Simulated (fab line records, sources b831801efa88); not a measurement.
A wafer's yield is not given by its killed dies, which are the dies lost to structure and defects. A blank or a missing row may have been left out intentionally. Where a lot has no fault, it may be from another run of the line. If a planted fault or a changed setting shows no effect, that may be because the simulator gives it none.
Comparing a struck lot with a sound one    flow sky130    15 steps out of a route of 708
Sound: the wafers L695.2, L695.3, L695.5. Struck: wafer L705.2 (left out: L705.1, L705.5 of the same lot, which were not struck); the cause appears at the end.
Each step with rows lists, per side, the tool, then ch with its chambers, then its first start. Under that, the readings that differ: sound wafers    struck wafers    difference of the means    sigmas: that difference in standard deviations of wafers without a fault.
alike: readings whose means differ by less than 2 such deviations, and words and numbers that are the same on both sides. not compared: withheld readings, readings that some wafer has no value for, bounds like >300 that may hide the same value, and numbers for which the record gives no deviation and whose values overlap.
A row with sigmas, a row that says differs or no value, or rows on one side alone: a step with any of these is where the two part. When numbers do not overlap yet have no deviation, they are printed without sigmas and do not part them. A reading that every wafer of one side lacks parts them only if that side has two wafers or more.

SKY_SPACER_ETCHBACK_02: etches Si3N4 in CH3F/O2, stops on SiO2, time 46.7 s, target depth 45 nm.
  sound on rieDiel-02 ch 0,1,3, day 24 10:27; struck on rieDiel-03 ch 0, day 27 23:58
reading                   sound        struck  difference  sigmas
drypumpMotorCurrentA (A)  6.4 6.1 5.8  5.1     -1.0        -2
  alike: O2_flow_sccm, chamberPressureMTorr, oesProductAu, throttleValvePct
  not compared: rfHoursCounterH
then, 8 steps without rows for these wafers: SKY_POLY_CUT_DEHYDRATE_00 (time 60 s); SKY_POLY_CUT_HMDS_01 (prime time 60 s); SKY_POLY_CUT_COAT_02 (resist thk 60 nm); SKY_POLY_CUT_COAT_03 (resist thk 450 nm); SKY_POLY_CUT_SOFTBAKE_04 (time 90 s); SKY_POLY_CUT_EXPOSE_05 (exposes mask NPCM, target cd 270 nm); SKY_POLY_CUT_PEB_06; SKY_POLY_CUT_DEVELOP_07 (develop time 60 s).
SKY_POLY_CUT_CD_MEAS_08: the cd target is 270 nm.
  sound on cdSem-01, day 25 15:26; struck on cdSem-02, day 29 04:08
  alike: cdNm
SKY_POLY_CUT_OVL_MEAS_09:
  sound on overlay-02, day 25 15:33; struck on overlay-01, day 29 04:15
  alike: POLY_CUT_OVL
SKY_POLY_CUT_ETCH_10: etches BARC in N2/H2, stops on SiO2, time 45.9 s, target depth 60 nm.
  sound on rieDiel-01 ch 0,2, day 25 15:35; struck on rieDiel-02 ch 2, day 29 04:17
  alike: chamberPressureMTorr, drypumpMotorCurrentA, oesProductAu, runLengthS, throttleValvePct
  not compared: rfHoursCounterH
SKY_POLY_CUT_ETCH_11: etches Si3N4 in CF4/CH2F2/Ar, stops on poly-Si, time 42.5 s, target depth 60 nm.
  sound on rieDiel-01 ch 0,2, day 25 15:37; struck on rieDiel-02 ch 2, day 29 04:20
reading                       sound              struck  difference  sigmas
chamberPressureMTorr (mTorr)  39.96 40.00 39.88  40.05   +0.10       +3
oesProductAu (a.u.)           0.821 0.829 0.817  0.915   +0.093      +14
runLengthS (s)                71.2 71.5 71.1     66.9    -4.4        -13
  alike: drypumpMotorCurrentA, mfcArSccm, throttleValvePct
  not compared: rfHoursCounterH
SKY_POLY_CUT_STRIP_12: strips in O2/N2.
  sound on plasmaAsher-01 ch 0,1, day 25 15:40; struck on plasmaAsher-04 ch 1, day 29 04:22
  alike: chamberPressureMTorr, drypumpMotorCurrentA, oesProductAu, stripTimeToEndpointS
  not compared: rfHoursCounterH
SKY_PAD_OPEN_PROBE_99:
  sound wafers here have rows in the record (prober-02, day 46 19:04); struck ones have none

WHERE THEY PART
At SKY_SPACER_ETCHBACK_02 first; at SKY_PAD_OPEN_PROBE_99 last (within this record only).

WHY: the cause the simulator had injected
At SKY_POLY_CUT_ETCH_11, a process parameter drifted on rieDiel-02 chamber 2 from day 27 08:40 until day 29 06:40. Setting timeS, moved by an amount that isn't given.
